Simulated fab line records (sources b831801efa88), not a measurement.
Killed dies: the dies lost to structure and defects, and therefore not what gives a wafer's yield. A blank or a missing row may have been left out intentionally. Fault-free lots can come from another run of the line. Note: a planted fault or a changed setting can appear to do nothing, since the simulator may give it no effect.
8D (eight disciplines) problem report, filled in by code -- flow gf180mcu -- the parts of the form that need people (team, actions taken, sign-off) are left out

1. WHAT IS WRONG
V4_CVD_02_THK at GF_V4_THK_MEAS_03 reads a mean of 1544 nm on 2 wafers of 2 lots; wafers without a fault read 853 nm with a standard deviation of 12. That is +58 standard deviations from the usual mean.
Earliest sighting: wafer L977.2 on film metro-04 at day 27 02:07. The record holds 36 wafers of 12 lots with a number at this step. By rule, "out" or "out of limits" means more than 4 standard deviations away from the usual mean. All remaining wafers that have a number are taken as sound.

2. WHAT IT IS, AND WHAT IT ISN'T
question,is,is not
which readings at this step,V4_CVD_02_THK,-
which lots,"L977, L979","L966, L968, L970, L971, L975, L976, L986, L987, L988, L989"
which wafers of those lots,"L977.2, L979.2","L977.3, L977.5, L979.1, L979.5"
read on which gauges,"film metro-01, film metro-04",-
when,from day 27 02:07,"up to then (20 sound wafers); but 14 sound wafers of L979, L986, L987, L988, L989 came after"

3. WHAT RULES OUT EACH SUSPECT
Counting: if a tool at a process step up to the reading ran every lot that is out, it stays a suspect. Sound lots after the first of them don't rule it out here, since some wafers of a struck lot are sound.
- the gauge at GF_V4_THK_MEAS_03 is ruled out. 2 gauges (film metro-01, film metro-04) read the wafers that are out.
- pecvd-02 at GF_V4_CVD_02 (deposits SiO2 from TEOS, target thk 850 nm, time 94.851 s): kept. Every lot that is out went through it, the first being L977 (day 27 02:00); the last sound lot it ran before that was L976 (day 26 19:58).
After counting, what remains is pecvd-02 at GF_V4_CVD_02.

4. THE CAUSE (what the simulator had put in)
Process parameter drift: pecvd-02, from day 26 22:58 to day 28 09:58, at GF_V4_CVD_02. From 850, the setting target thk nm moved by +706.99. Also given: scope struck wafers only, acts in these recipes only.
Counting left only this tool.

5. THE EFFECT CHAIN, in route order
Each row: a reading where the mean over the struck wafers with a number is more than 3 standard deviations away from the usual. Only readings whose record carries a usual standard deviation are examined. hours: median over the lots of the time between each lot's start at the first step of this table that gives one and its start at this step. sigmas: the change, counted in usual standard deviations.
hours,step,reading,usual,on struck wafers,change,sigmas
0,GF_V4_THK_MEAS_03,V4_CVD_02_THK,853 nm,1544,+690,+58
0,GF_V4_CMP_04,time to endpoint s,83 s,342,+260,+48
Here are the process steps it includes:
- GF_V4_CMP_04: polishes SiO2.

6. WHAT WOULD HAVE CAUGHT IT SOONER
Counted from the fault's start at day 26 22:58, it took 3 hours until the first out-of-limits reading at a measuring or inspecting step in this record, taken at day 27 02:07.
Tool readings at GF_V4_CVD_02 with a usual standard deviation given in the record: none out on any struck wafer, hence no alarm at a limit of 4 standard deviations on them.
Lots out: 2; of these, L979 started GF_V4_CVD_02 on pecvd-02 after day 27 02:07. Holding the tool at that time would have saved it.
